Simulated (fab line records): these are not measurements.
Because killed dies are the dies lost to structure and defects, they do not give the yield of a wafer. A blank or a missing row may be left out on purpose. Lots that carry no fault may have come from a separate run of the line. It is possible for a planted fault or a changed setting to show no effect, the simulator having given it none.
fab line records	flow sky130
record: lots: 15	wafers: 45	last_day: 51
route steps=708 shown METAL3@566 VIA3@576 METAL4@602
lots with no fault: from the same line, run without faults
start_h: the number of hours between the record's first day and the start of the first shown wafer of the lot	wait_h: hours elapsed since this lot's preceding step	" as in the row above	L1.1+2: a row that stands for several wafers	- no value, or no start given	* or withheld: withheld	< > ~ a bound
route shown NAME@n: names a module that has steps shown in the file, with the first one's number in the route	usual: the fault-free wafers' mean and standard deviation	same: alike in all rows	chamber/n: place in a boat	sites: readings site by site	_std_site: standard deviation of those values	_edge_site: the outer-site mean with the inner-site mean subtracted	radius_mm: how far each site lies from the wafer's centre	mask NAME#n: copy n	behind: tool/chamber where the wafer was last shaped	hold: what put the lot on hold/how long, in hours/how the hold closed	device: the n, p or np transistor that did not switch	end of line: at the end of the route, the tests of the same wafers	a step given without rows: its recipe and nothing more	killed: at the first sort, the dies lost to defects and structure; wafer yield is something else	map: dies across one wafer; x = killed, . = not, _ = none there
set.NAME: the run value of the setting; set.NAME@STEP: its run value at that earlier step	model.NAME: the simulator's own value behind a step, which no gauge read
route steps across a sampled set of lots; one table per step, one row per wafer
services: when a tool's chamber went out of use (start_h, in hours from the record's first day, below 0 if earlier), for how many hours, and the reason
== steps ==
step: SKY_METAL3_ETCH_16
recipe: chemistry: N2/H2	target: BARC	ion_energy_ev: 200	bias_w: 100	pressure_mtorr: 30	n2_flow_sccm: 100	h2_flow_sccm: 200	icp_w: 500	stop_on: SiO2	time_s: 88.2	target_depth_a: 600
usual: chamber_pressure_mTorr: 30.00/0.031	drypump_motor_current_A: 6.0/0.38	oes_product_au: 0.625/0.005	throttle_valve_pct: 13.203/0.0093
lot.wafer	tool	chamber	start_h	wait_h	chamber_pressure_mTorr	drypump_motor_current_A	oes_product_au	rf_hours_counter_h	throttle_valve_pct
L640.1	rie_metal-02	1	928.98	0.0	29.98	5.8	0.621	12	13.212
L640.4	"	1	"	"	29.96	5.8	0.629	-	13.207
L640.5	"	1	"	"	30.03	5.8	0.628	-	13.210
L641.1	rie_metal-01	1	932.33	0.0	30.00	5.9	0.629	12	13.203
L641.4	"	1	"	"	29.98	5.9	0.627	-	13.200
L641.5	"	1	"	"	30.04	5.9	0.623	-	13.195
L644.1	rie_metal-04	1	944.68	0.0	29.95	6.8	0.617	16	13.201
L644.2	"	0	"	"	29.98	6.2	0.628	9	13.201
L644.3	"	1	"	"	30.01	6.8	0.628	-	13.203
L643.1	rie_metal-02	1	945.07	0.1	29.97	5.8	0.622	13	13.211
L643.5	"	1	"	"	29.98	5.8	0.622	-	13.197
L643.6	"	1	"	"	29.99	5.8	0.627	-	13.199
L645.1	rie_metal-02	0	961.46	0.0	29.95	6.2	0.621	13	13.221
L645.2	"	1	"	"	29.97	5.8	0.631	14	13.217
L645.6	"	0	"	"	29.99	6.3	0.622	-	13.216
L646.2	rie_metal-02	0	964.86	0.0	29.93	6.2	0.619	13	13.210
L646.5	"	0	"	"	30.03	6.3	0.628	-	13.201
L646.6	"	1	"	"	29.95	5.8	0.615	-	13.218
L650.2	rie_metal-01	1	987.48	0.0	30.04	5.9	0.623	14	13.198
L650.3	"	1	"	"	30.01	5.9	0.624	-	13.197
L650.6	"	0	"	"	30.03	5.3	0.622	-	13.196
L652.2	rie_metal-04	0	1001.21	0.0	30.01	6.1	0.623	12	13.192
L652.3	"	1	"	"	29.94	6.8	0.630	-	13.197
L652.4	"	0	"	"	29.92	6.2	0.620	-	13.204
L653.1	rie_metal-02	0	1019.99	0.0	29.99	6.2	0.623	16	13.211
L653.4	"	0	"	"	30.02	6.2	0.619	-	13.233
L653.5	"	1	"	"	29.97	5.8	0.628	-	13.214
L654.1	rie_metal-04	1	1023.13	0.0	29.98	6.8	0.631	20	13.202
L654.4	"	1	"	"	30.03	6.8	0.620	-	13.202
L654.6	"	0	"	"	30.05	6.2	0.634	-	13.199
L658.1	rie_metal-04	0	1062.16	0.1	29.99	6.2	0.627	16	13.188
L658.5	"	0	"	"	30.04	6.2	0.626	-	13.189
L658.6	"	0	"	"	29.98	6.2	0.622	-	13.198
L661.1	rie_metal-04	0	1066.71	0.1	29.97	6.2	0.626	16	13.191
L661.2	"	0	"	"	30.05	6.2	0.621	-	13.210
L661.5	"	0	"	"	30.03	6.2	0.626	-	13.188
L659.1	rie_metal-01	0	1069.08	0.0	29.98	5.3	0.626	23	13.197
L659.3	"	0	"	"	30.04	5.4	0.626	-	13.189
L659.4	"	1	"	"	30.02	5.9	0.621	-	13.191
L662.4	rie_metal-02	0	1073.52	0.0	30.00	6.2	0.621	-	13.195
L662.5	"	1	"	"	30.03	5.8	0.622	-	13.203
L662.6	"	0	"	"	30.00	6.2	0.640	-	13.195
L663.1	rie_metal-02	1	1078.89	0.0	30.07	5.8	0.614	22	13.222
L663.4	"	1	"	"	29.97	5.8	0.630	-	13.192
L663.6	"	0	"	"	29.96	6.2	0.627	-	13.204
step: SKY_VIA3_BOW_MEAS_03
recipe: mode: bow
usual: VIA3_BOW: 83/7.8
lot.wafer	tool	chamber	start_h	wait_h	VIA3_BOW[um]
L640.1	film_metro-02	-	930.79	0.2	83
L640.4	"	-	"	"	84
L640.5	"	-	"	"	97
L641.1	film_metro-02	-	933.80	0.2	94
L641.4	"	-	"	"	85
L641.5	"	-	"	"	83
L644.1	film_metro-02	-	946.10	0.1	80
L644.2	"	-	"	"	68
L644.3	"	-	"	"	83
L643.1	film_metro-02	-	946.58	0.2	109
L643.5	"	-	"	"	86
L643.6	"	-	"	"	79
L645.1	film_metro-04	-	962.88	0.2	84
L645.2	"	-	"	"	70
L645.6	"	-	"	"	74
L646.2	film_metro-04	-	966.34	0.2	100
L646.5	"	-	"	"	93
L646.6	"	-	"	"	94
L650.2	film_metro-03	-	988.95	0.2	75
L650.3	"	-	"	"	81
L650.6	"	-	"	"	72
L652.2	film_metro-04	-	1002.65	0.2	89
L652.3	"	-	"	"	79
L652.4	"	-	"	"	75
L653.1	film_metro-02	-	1021.40	0.1	81
L653.4	"	-	"	"	83
L653.5	"	-	"	"	87
L654.1	film_metro-04	-	1024.54	0.1	74
L654.4	"	-	"	"	75
L654.6	"	-	"	"	84
L658.1	film_metro-02	-	1063.67	0.1	76
L658.5	"	-	"	"	79
L658.6	"	-	"	"	82
L661.1	film_metro-02	-	1068.23	0.1	84
L661.2	"	-	"	"	90
L661.5	"	-	"	"	101
L659.1	film_metro-03	-	1070.68	0.1	93
L659.3	"	-	"	"	85
L659.4	"	-	"	"	74
L662.4	film_metro-02	-	1075.28	0.2	79
L662.5	"	-	"	"	85
L662.6	"	-	"	"	90
L663.1	film_metro-02	-	1080.39	0.2	95
L663.4	"	-	"	"	93
L663.6	"	-	"	"	79
step: SKY_VIA3_STRIP_16
recipe: chemistry: O2/N2	power_w: 1400	pressure_mtorr: 1500	platen_temp_c: withheld	o2_flow_sccm: 3000	n2_flow_sccm: 300	overash_fraction: 0.5
usual: chamber_pressure_mTorr: 1500.1/1.5	drypump_motor_current_A: 6.0/0.52	oes_product_au: 0.402/0.0044	overash_fraction: 0.5/0	strip_time_to_endpoint_s: 4.127/0.021
lot.wafer	tool	chamber	start_h	wait_h	chamber_pressure_mTorr	drypump_motor_current_A	oes_product_au	overash_fraction	rf_hours_counter_h	strip_time_to_endpoint_s
L640.1	plasma_asher-03	1	956.07	0.0	1501.3	6.4	0.410	0.5	106	4.109
L640.4	"	0	"	"	1501.3	5.3	0.397	0.5	-	4.098
L640.5	"	0	"	"	1498.8	5.3	0.402	0.5	-	4.125
L641.1	plasma_asher-01	0	959.30	0.0	1499.3	6.4	0.400	0.5	87	4.124
L641.4	"	0	"	"	1498.4	6.4	0.402	0.5	-	4.140
L641.5	"	1	"	"	1501.1	6.5	0.404	0.5	-	4.099
L644.1	plasma_asher-01	0	971.27	0.0	1498.4	6.4	0.397	0.5	88	4.122
L644.2	"	1	"	"	1498.7	6.5	0.398	0.5	88	4.126
L644.3	"	1	"	"	1498.1	6.5	0.404	0.5	-	4.170
L643.1	plasma_asher-03	0	971.68	0.0	1499.6	5.4	0.402	0.5	108	4.144
L643.5	"	0	"	"	1499.8	5.3	0.404	0.5	-	4.090
L643.6	"	1	"	"	1500.0	6.4	0.402	0.5	-	4.114
L645.1	plasma_asher-01	0	987.30	0.0	1501.4	6.4	0.402	0.5	90	4.123
L645.2	"	1	"	"	1501.8	6.4	0.399	0.5	90	4.087
L645.6	"	1	"	"	1500.8	6.5	0.403	0.5	-	4.140
L646.2	plasma_asher-01	0	990.38	0.0	1498.9	6.4	0.399	0.5	90	4.122
L646.5	"	0	"	"	1501.8	6.4	0.402	0.5	-	4.116
L646.6	"	1	"	"	1497.5	6.5	0.394	0.5	-	4.090
L650.2	plasma_asher-03	0	1013.18	0.0	1499.4	5.3	0.398	0.5	113	4.125
L650.3	"	0	"	"	1497.7	5.4	0.398	0.5	-	4.120
L650.6	"	1	"	"	1501.3	6.4	0.402	0.5	-	4.146
L652.2	plasma_asher-01	1	1026.53	0.0	-	-	-	-	-	-
L652.3	"	1	"	"	-	-	-	-	-	-
L652.4	"	0	"	"	-	-	-	-	-	-
L653.1	plasma_asher-01	1	1044.50	0.0	-	-	-	-	-	-
L653.4	"	0	"	"	-	-	-	-	-	-
L653.5	"	1	"	"	-	-	-	-	-	-
L654.1	plasma_asher-03	1	1048.00	0.0	-	-	-	-	-	-
L654.4	"	1	"	"	-	-	-	-	-	-
L654.6	"	0	"	"	-	-	-	-	-	-
L658.1	plasma_asher-01	0	1085.43	0.0	1499.1	6.4	0.410	0.5	100	4.138
L658.5	"	1	"	"	1499.1	6.5	0.396	0.5	-	4.143
L658.6	"	0	"	"	1498.0	6.4	0.398	0.5	-	4.133
L661.1	plasma_asher-01	0	1090.45	0.0	1499.7	6.4	0.405	0.5	101	4.130
L661.2	"	1	"	"	1500.3	6.5	0.403	0.5	101	4.162
L661.5	"	1	"	"	1502.3	6.5	0.397	0.5	-	4.097
L659.1	plasma_asher-01	0	1093.03	0.0	1500.3	6.4	0.409	0.5	101	4.117
L659.3	"	0	"	"	1499.2	6.4	0.403	0.5	-	4.149
L659.4	"	1	"	"	1499.4	6.5	0.401	0.5	-	4.127
L662.4	plasma_asher-02	1	1097.08	0.1	1499.9	5.4	0.409	0.5	-	4.156
L662.5	"	1	"	"	1501.1	5.4	0.403	0.5	-	4.156
L662.6	"	0	"	"	1502.1	5.4	0.406	0.5	-	4.137
L663.1	plasma_asher-02	1	1102.02	0.0	1500.1	5.4	0.400	0.5	65	4.121
L663.4	"	1	"	"	1502.1	5.4	0.400	0.5	-	4.094
L663.6	"	0	"	"	1498.3	5.5	0.408	0.5	-	4.114
step: SKY_METAL4_SPUTTER_04
recipe: material: TiN	target_thk_nm: 70	power_w: 6500	time_s: 58.3	chamber_pressure_pa: 0.4
usual: throttle_valve_pct: 29.5/1.3
lot.wafer	tool	chamber	start_h	wait_h	throttle_valve_pct
L640.1	pvd_sputter-01	-	957.44	0.0	28.9
L640.4	"	-	"	"	30.7
L640.5	"	-	"	"	30.9
L641.1	pvd_sputter-03	-	960.66	0.0	31.2
L641.4	"	-	"	"	27.7
L641.5	"	-	"	"	27.6
L644.1	pvd_sputter-01	-	972.93	0.0	28.8
L644.2	"	-	"	"	30.7
L644.3	"	-	"	"	29.9
L643.1	pvd_sputter-03	-	973.83	0.0	29.9
L643.5	"	-	"	"	31.2
L643.6	"	-	"	"	27.7
L645.1	pvd_sputter-03	-	988.66	0.0	31.2
L645.2	"	-	"	"	30.1
L645.6	"	-	"	"	29.6
L646.2	pvd_sputter-03	-	991.75	0.0	28.5
L646.5	"	-	"	"	28.4
L646.6	"	-	"	"	30.0
L650.2	pvd_sputter-01	-	1014.58	0.0	31.0
L650.3	"	-	"	"	30.2
L650.6	"	-	"	"	28.7
L658.1	pvd_sputter-04	-	1086.81	0.0	29.6
L658.5	"	-	"	"	29.5
L658.6	"	-	"	"	28.5
L661.1	pvd_sputter-03	-	1091.81	0.0	31.2
L661.2	"	-	"	"	27.8
L661.5	"	-	"	"	27.7
L659.1	pvd_sputter-03	-	1094.40	0.0	29.7
L659.3	"	-	"	"	31.4
L659.4	"	-	"	"	28.1
L662.4	pvd_sputter-03	-	1098.44	0.0	29.6
L662.5	"	-	"	"	31.2
L662.6	"	-	"	"	27.7
L663.1	pvd_sputter-03	-	1103.43	0.0	31.4
L663.4	"	-	"	"	27.8
L663.6	"	-	"	"	30.0
== services ==
tool	chamber	start_h	hours	kind
plasma_asher-03	-	932.99	3.8	repair
rie_metal-02	0	937.71	21.2	repair
rie_metal-04	-	939.14	4.5	repair
plasma_asher-01	-	947.69	1.3	repair
plasma_asher-02	-	967.48	15.6	pm
rie_metal-02	0	982.23	2.6	repair
rie_metal-04	-	1013.43	2.8	pm
pvd_sputter-04	-	1031.10	4.0	repair
plasma_asher-03	-	1055.25	9.0	pm
plasma_asher-03	0	1055.25	9.0	vent_cycle
plasma_asher-03	1	1055.25	9.0	vent_cycle
rie_metal-04	1	1056.96	-	clean
rie_metal-04	1	1056.96	18.1	scheduled_down
rie_metal-04	1	1056.96	18.1	vent_cycle
pvd_sputter-04	-	1063.61	5.6	repair
plasma_asher-03	0	1064.25	-	clean
plasma_asher-03	1	1064.25	-	clean
rie_metal-04	-	1073.63	3.2	repair
pvd_sputter-03	-	1073.99	4.0	repair
plasma_asher-03	-	1076.97	12.3	repair
plasma_asher-03	-	1095.47	7.5	repair
== key ==
first_sign: step: SKY_VIA3_STRIP_16	reading: tool_record	direction: missing
effect none on later readings
met_at SKY_VIA3_STRIP_16
struck_lots L652,L653,L654
later_rows_left_out L652.2,L652.3,L652.4,L653.1,L653.4,L653.5,L654.1,L654.4,L654.6
sort_left_out L652.2,L652.3,L652.4,L653.1,L653.4,L653.5,L654.1,L654.4,L654.6
not_acting_at SKY_METAL3_ETCH_16,SKY_VIA3_BOW_MEAS_03,SKY_METAL4_SPUTTER_04
onset_between 1013.18 1026.53
fault: kind: skipped_step_whole	tool: plasma_asher-01,plasma_asher-03	chamber: -	onset_h: 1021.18	steps: SKY_VIA3_STRIP_16	scope: struck_lots_only
sort_left_out: the simulated sort isn't trusted on such a fault, so these wafers' sort isn't shown, and their yield isn't known
later_rows_left_out: the simulator's readings of these wafers behind a module that went badly wrong aren't trusted and aren't shown, but for the sort
